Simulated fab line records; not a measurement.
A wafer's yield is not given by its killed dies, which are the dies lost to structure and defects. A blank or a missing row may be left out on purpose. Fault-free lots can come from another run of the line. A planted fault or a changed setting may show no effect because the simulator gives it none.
A single fault, viewed from 2 desks | flow sky130 | each desk holds nothing but its own numbers, with what lay behind them at the end

## THE TOOL OWNER'S DESK: pvd_sputter-02
The tool's own readings at SKY_METAL1_SPUTTER_02 (material AlCu, target thk 250 nm, time 13.3 s): means of the sampled wafers that have a number, for each lot that ran on this tool. Marked OUT: a lot whose mean sits more than 4 standard deviations from the usual mean, which makes it out of limits; the brackets give that distance.
Columns: A = cathode_dc_power_W at SKY_METAL1_SPUTTER_02, usual 10600 W; B = throttle_valve_pct at SKY_METAL1_SPUTTER_02, usual 30.1 %
lot  | first seen here | A                       | B
L797 | day 31 19:02    | 10600                   | 30.5
L798 | day 31 20:09    | 10600                   | 30.6
L800 | day 32 18:45    | 10599                   | 30.1
L803 | day 34 00:43    | 13096 (+99 or more) OUT | 30.4
L807 | day 35 01:50    | 13095 (+99 or more) OUT | 30.0
L816 | day 38 07:35    | 10601                   | 30.6
L817 | day 38 11:21    | 10600                   | 31.0
L820 | day 38 18:36    | 10600                   | 30.5
This desk's finding: out of limits on L803, L807; first on L803, day 34 00:43 (cathode_dc_power_W at SKY_METAL1_SPUTTER_02). L797, L798, L800, L816, L817, L820: within limits.

## FROM THE METROLOGY DESK
Lot by lot, what the gauges showed, no matter which tool ran the lot: averages of those sampled wafers that carry a number. Marked OUT: a lot whose mean sits more than 4 standard deviations from the usual mean, which makes it out of limits; the brackets give that distance.
Columns: A = CONTACT_BOW at SKY_CONTACT_BOW_MEAS_05, usual 81 um; B = cd_nm at SKY_CONTACT_CD_MEAS_14, usual 169.6 nm; C = METAL1_ALCU_RS at SKY_METAL1_RS_MEAS_05, usual 0.1269 ohm/sq; D = METAL1_ALCU_THK at SKY_METAL1_THK_MEAS_06, usual 252 nm; E = METAL1_OVL at SKY_METAL1_OVL_MEAS_16, usual 0 nm
lot  | first seen here | A  | B     | C                | D             | E
L797 | day 30 15:10    | 76 | 171.2 | 0.1258           | 256           | -1
L798 | day 30 15:43    | 83 | 169.9 | 0.1248           | 258           | -5
L800 | day 31 13:12    | 87 | 168.3 | 0.1251           | 255           | -5
L802 | day 31 13:49    | 87 | 168.7 | 0.1285           | 249           | -1
L803 | day 32 20:51    | 86 | 169.2 | 0.1029 (-17) OUT | 311 (+18) OUT | 2
L807 | day 33 21:55    | 84 | 170.3 | 0.1009 (-19) OUT | 315 (+20) OUT | 1
L816 | day 37 04:15    | 80 | 165.5 | 0.1264           | 252           | -6
L817 | day 37 08:43    | 78 | 170.6 | 0.1252           | 260           | 3
L819 | day 37 13:49    | 86 | 171.9 | 0.1270           | 255           | -8
L820 | day 37 15:32    | 76 | 169.8 | 0.1279           | 251           | 9
This desk reports L803, L807 out of limits; the earliest was L803 at day 34 00:48 (METAL1_ALCU_RS at SKY_METAL1_RS_MEAS_05). L797, L798, L800, L802, L816, L817, L819, L820: within limits.

## TAKEN TOGETHER
The tool owner's desk could have raised an alarm at day 34 00:43, on L803, L807.
The metrology desk could have raised an alarm at day 34 00:48, on L803, L807.
SKY_METAL1_SPUTTER_02 was run on pvd_sputter-02 by each of the lots named.

## WHAT THE SIMULATOR PUT IN
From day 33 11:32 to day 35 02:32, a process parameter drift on pvd_sputter-02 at SKY_METAL1_SPUTTER_02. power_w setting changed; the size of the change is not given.
Lots struck among those shown: L803, L807.
Hours from the fault's start to each desk's first reading out of limits: the tool owner's desk, 13; the metrology desk, 13.
